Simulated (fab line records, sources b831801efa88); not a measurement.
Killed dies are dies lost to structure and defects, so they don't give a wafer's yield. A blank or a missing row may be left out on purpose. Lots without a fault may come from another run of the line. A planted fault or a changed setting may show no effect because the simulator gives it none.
A struck lot beside a sound one | flow sky130 | 15 steps out of a route of 708
Sound: wafers L171.2, L171.3, L171.6. Struck: wafers L180.1, L180.4, L180.6. The cause comes at the end.
At each step with rows: each side's tool, then ch and its chambers, then its first start. Under that, the readings that differ: sound wafers | struck wafers | difference of the means | sigmas: that difference in standard deviations of wafers without a fault.
alike: readings whose means differ by less than 2 such deviations, and words and numbers that are the same on both sides. not compared: withheld readings, readings that some wafer has no value for, bounds like >300 that may hide the same value, and numbers for which the record gives no deviation and whose values overlap.
The two part at a step that has a row with sigmas, a row that says differs or no value, or rows on one side only. Numbers that don't overlap but have no deviation are shown without sigmas and don't part them. A reading that every wafer of one side lacks parts them only if that side has two wafers or more.

first, 2 steps without rows for these wafers: SKY_POLY_GATE_CLEAN_19 (cleans in SC1/SC2, time 150 s); SKY_POLY_GATE_OXIDATION_20 (stabilise 600 s, purge 300 s, target thk 4 nm).
SKY_POLY_GATE_THK_MEAS_21:
  sound on film_metro-02, day 17 19:49; struck on film_metro-01, day 21 11:19
  alike: POLY_GATE_OXIDATION_THK
SKY_POLY_GATE_CD_MEAS_22:
  sound on cd_sem-02, day 17 19:53; struck on cd_sem-02, day 21 11:23
  alike: cd_nm
then, 7 steps without rows for these wafers: SKY_LDD_N_DEHYDRATE_00 (time 60 s); SKY_LDD_N_HMDS_01 (prime time 60 s); SKY_LDD_N_COAT_02 (resist thk 300 nm); SKY_LDD_N_SOFTBAKE_03 (time 57.73 s); SKY_LDD_N_EXPOSE_04 (exposes mask NTM, target cd 840 nm); SKY_LDD_N_PEB_05; SKY_LDD_N_DEVELOP_06 (develop time 60 s).
SKY_LDD_N_OVL_MEAS_07:
  sound on overlay-01, day 19 01:55; struck on overlay-02, day 22 18:48
  alike: LDD_N_OVL
SKY_LDD_N_IMPLANT_08:
  sound on implanter-01 ch 0, day 19 01:59; struck on implanter-01 ch 0, day 22 18:50
  reading            | sound                         | struck                       | difference | sigmas
  dose_ions_cm2      | 7.518e+13 7.497e+13 7.513e+13 | 6.67e+13 6.691e+13 6.675e+13 | -8.31e+12  | -99 or more
  faraday_current_uA | 420 427 437                   | 375 369 372                  | -56        | -6
then, 1 step without rows for these wafers: SKY_LDD_N_IMPLANT_09.
-- the record jumps here: 26 days lie between the struck wafers' starts before and after (it left off in module LDD_N and takes up again in module PAD_OPEN, whose first step shown is number 708 of the route) --
SKY_PAD_OPEN_PROBE_99:
  sound on prober-02, day 46 19:38; struck on prober-01, day 48 21:49
  reading                     | sound             | struck            | difference | sigmas
  model.etest.tip_n.rs_ohm_sq | 438.5 441.1 438.8 | 453.3 447.4 452.1 | +11.5      |
  alike: killed_at_M0_to_M3, killed_at_M4_up, killed_at_contacts, killed_at_front_end, killed_at_other, killed_dies, killed_open, killed_short

WHERE THEY PART
Only at SKY_LDD_N_IMPLANT_08, within this record. Later steps at which nothing parts them and some readings are alike: SKY_PAD_OPEN_PROBE_99.

WHY: what the simulator had put in
Process parameter drift: implanter-01, from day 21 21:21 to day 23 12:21, at SKY_LDD_N_IMPLANT_08. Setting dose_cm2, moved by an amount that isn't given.
